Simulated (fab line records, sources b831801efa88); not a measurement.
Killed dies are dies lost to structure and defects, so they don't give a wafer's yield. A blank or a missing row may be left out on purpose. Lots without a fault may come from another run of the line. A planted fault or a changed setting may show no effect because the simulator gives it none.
Which tool did it? | flow sky130 | 13 lots, 39 wafers sampled, at 4 steps of a route of 708

WHAT THE GAUGES READ, wafer by wafer
SKY_SPACER_THK_MEAS_01. Usual: SPACER_CVD_00_THK 42.7 nm, standard deviation 0.51.
lot  | measured     | on            | SPACER_CVD_00_THK (nm) | flag
L736 | day 23 10:00 | film_metro-01 | 42.8 42.8 42.8         |
L737 | day 23 21:29 | film_metro-04 | 43.4 43.0 43.1         |
L738 | day 24 19:05 | film_metro-02 | 43.2 43.0 43.1         |
L741 | day 25 05:34 | film_metro-01 | 43.8 43.5 43.6         |
L742 | day 26 13:16 | film_metro-02 | 42.5 42.4 42.7         |
L743 | day 27 00:35 | film_metro-02 | 42.5 42.5 42.5         |
L747 | day 28 01:05 | film_metro-02 | 42.6 42.3 42.5         |
L748 | day 28 20:41 | film_metro-04 | 42.8 43.0 43.2         |
L754 | day 30 00:44 | film_metro-01 | 42.6 42.6 42.6         |
L755 | day 30 02:26 | film_metro-01 | 42.7 42.6 42.8         |
L756 | day 30 09:59 | film_metro-02 | 42.6 42.6 42.2         |
L757 | day 30 21:39 | film_metro-01 | 43.3 42.7 43.1         |
L758 | day 31 01:04 | film_metro-01 | 42.6 42.6 42.9         |

SKY_CONTACT_CD_MEAS_14: target cd 170 nm. Usual: cd_nm 169.8 nm, standard deviation 1.2.
lot  | measured     | on        | cd_nm (nm)        | flag
L736 | day 32 02:14 | cd_sem-02 | 168.5 168.2 168.3 |
L737 | day 32 13:29 | cd_sem-01 | 169.8 170.6 170.1 |
L738 | day 33 08:05 | cd_sem-02 | 169.8 169.4 170.3 |
L741 | day 33 17:16 | cd_sem-02 | 170.1 168.5 169.4 |
L742 | day 34 22:10 | cd_sem-02 | 169.0 169.9 169.2 |
L743 | day 35 07:34 | cd_sem-02 | 168.8 169.4 169.3 |
L747 | day 36 05:35 | cd_sem-01 | 171.2 169.5 169.6 |
L748 | day 37 01:41 | cd_sem-02 | 170.8 168.6 169.8 |
L754 | day 38 01:19 | cd_sem-01 | 172.1 171.9 172.4 |
L755 | day 38 03:58 | cd_sem-01 | 171.3 169.6 169.6 |
L756 | day 38 09:58 | cd_sem-01 | 171.1 171.5 171.6 |
L757 | day 38 20:05 | cd_sem-02 | 169.9 169.2 171.9 |
L758 | day 38 22:37 | cd_sem-01 | 170.1 170.6 169.9 |

WHICH TOOL RAN EACH LOT (tool, then ch and the chambers of the sampled wafers, then the start)
lot  | SKY_FIELD_ISO_ETCH_15             | SKY_LDD_N_IMPLANT_15
L736 | rie_diel-03 ch 1,2,3, day 2 10:08 | implanter-02 ch 0, day 18 02:41
L737 | rie_diel-03 ch 0,2,3, day 2 15:30 | implanter-02 ch 0, day 18 15:43
L738 | rie_diel-01 ch 0,1,2, day 2 23:59 | implanter-01 ch 0, day 19 13:36
L741 | rie_diel-03 ch 0,1,2, day 3 11:36 | implanter-01 ch 0, day 20 00:27
L742 | rie_diel-03 ch 2,3, day 3 18:22   | implanter-03 ch 0, day 21 09:06
L743 | rie_diel-01 ch 0,1,2, day 3 22:06 | implanter-02 ch 0, day 21 19:09
L747 | rie_diel-01 ch 1,3, day 4 19:33   | implanter-01 ch 0, day 22 23:28
L748 | rie_diel-04 ch 1,2,3, day 5 02:42 | implanter-03 ch 0, day 23 08:09
L754 | rie_diel-04 ch 2,3, day 6 08:54   | implanter-01 ch 0, day 25 01:36
L755 | rie_diel-03 ch 1,2,3, day 6 15:14 | implanter-01 ch 0, day 25 03:37
L756 | rie_diel-03 ch 0,2,3, day 6 18:35 | implanter-01 ch 0, day 25 11:13
L757 | rie_diel-04 ch 2,3, day 7 02:39   | implanter-03 ch 0, day 26 00:08
L758 | rie_diel-01 ch 2,3, day 7 07:15   | implanter-03 ch 0, day 26 03:43
- SKY_FIELD_ISO_ETCH_15: etches the open film in CHF3/O2, stops on Si, target depth 180 nm, time 72 s.
- SKY_LDD_N_IMPLANT_15

WHAT THE TOOLS THEMSELVES READ (means of the sampled wafers that have a number; where no wafer has one, the mark that the record gives instead)
SKY_FIELD_ISO_ETCH_15. Usual: O2_flow_sccm 4.998 sccm, standard deviation 0.015; drypump_motor_current_A 5.6 A, standard deviation 0.57; oes_product_au 0.949 a.u., standard deviation 0.006; throttle_valve_pct 8.845 %, standard deviation 0.0089.
lot  | tool        | O2_flow_sccm (sccm) | drypump_motor_current_A (A) | oes_product_au (a.u.) | throttle_valve_pct (%) | flag
L736 | rie_diel-03 | 5.011               | 5.8                         | 0.941                 | 8.843                  |
L737 | rie_diel-03 | 4.989               | 6.1                         | 0.948                 | 8.843                  |
L738 | rie_diel-01 | 5.002               | 6.1                         | 0.955                 | 8.858                  |
L741 | rie_diel-03 | 5.004               | 5.7                         | 0.948                 | 8.847                  |
L742 | rie_diel-03 | 4.996               | 6.2                         | 0.957                 | 8.852                  |
L743 | rie_diel-01 | 4.983               | 6.1                         | 0.953                 | 8.848                  |
L747 | rie_diel-01 | 4.993               | 5.3                         | 0.948                 | 8.847                  |
L748 | rie_diel-04 | 4.988               | 5.4                         | 0.945                 | 8.848                  |
L754 | rie_diel-04 | 4.992               | 5.3                         | 0.945                 | 8.838                  |
L755 | rie_diel-03 | 5.001               | 5.7                         | 0.942                 | 8.847                  |
L756 | rie_diel-03 | 5.015               | 6.1                         | 0.956                 | 8.850                  |
L757 | rie_diel-04 | 4.994               | 5.2                         | 0.944                 | 8.855                  |
L758 | rie_diel-01 | 4.996               | 5.2                         | 0.945                 | 8.841                  |

SKY_LDD_N_IMPLANT_15. Usual: rotation_deg 270.00 degrees, standard deviation 0.054.
lot  | tool         | rotation_deg (degrees) | flag
L736 | implanter-02 | 269.95                 |
L737 | implanter-02 | 270.00                 |
L738 | implanter-01 | 269.95                 |
L741 | implanter-01 | 270.05                 |
L742 | implanter-03 | 269.97                 |
L743 | implanter-02 | 270.00                 |
L747 | implanter-01 | 269.93                 |
L748 | implanter-03 | 270.04                 |
L754 | implanter-01 | 438.07                 | OFF
L755 | implanter-01 | 438.01                 | OFF
L756 | implanter-01 | 437.99                 | OFF
L757 | implanter-03 | 269.97                 |
L758 | implanter-03 | 269.99                 |

THE ANSWER, worked out from the rows above alone
Rule: a lot is off if the mean of its wafers that have a number lies more than 3 standard deviations from the usual mean. A lot without any number at a reading at which 4 lots or more have one is off too. The other lots that the step has rows for count as sound. The gauges are gone through in route order, then the tools' own readings, and for those a lot's mean is taken as printed above. The first step at which some lot is off is used, and at that step the reading that is off furthest; a lot without a number counts as furthest.
Off: L754, L755, L756, at SKY_LDD_N_IMPLANT_15 (rotation_deg).
A tool fits if, at that step or a process step before it, it ran every lot that is off, and no sound lot after the first of them. One fits: implanter-01 at SKY_LDD_N_IMPLANT_15. Its last sound lot is L747 (day 22 23:28), its first lot that is off L754 (day 25 01:36): a fault that began between those two fits.
The tool's own readings at SKY_LDD_N_IMPLANT_15 bear it out: on the lots that are off they differ by more than 5 times the standard deviation of the sound lots' means. rotation_deg reads 438.02 degrees there against 269.99 degrees on the sound lots.

WHAT THE SIMULATOR HAD PUT IN
Process parameter drift: implanter-01, from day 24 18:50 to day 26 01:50, at SKY_LDD_N_IMPLANT_15. Setting rotation_deg, moved by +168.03, from 270. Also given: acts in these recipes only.
Lots struck among those shown: L754, L755, L756. The rule above found the same.
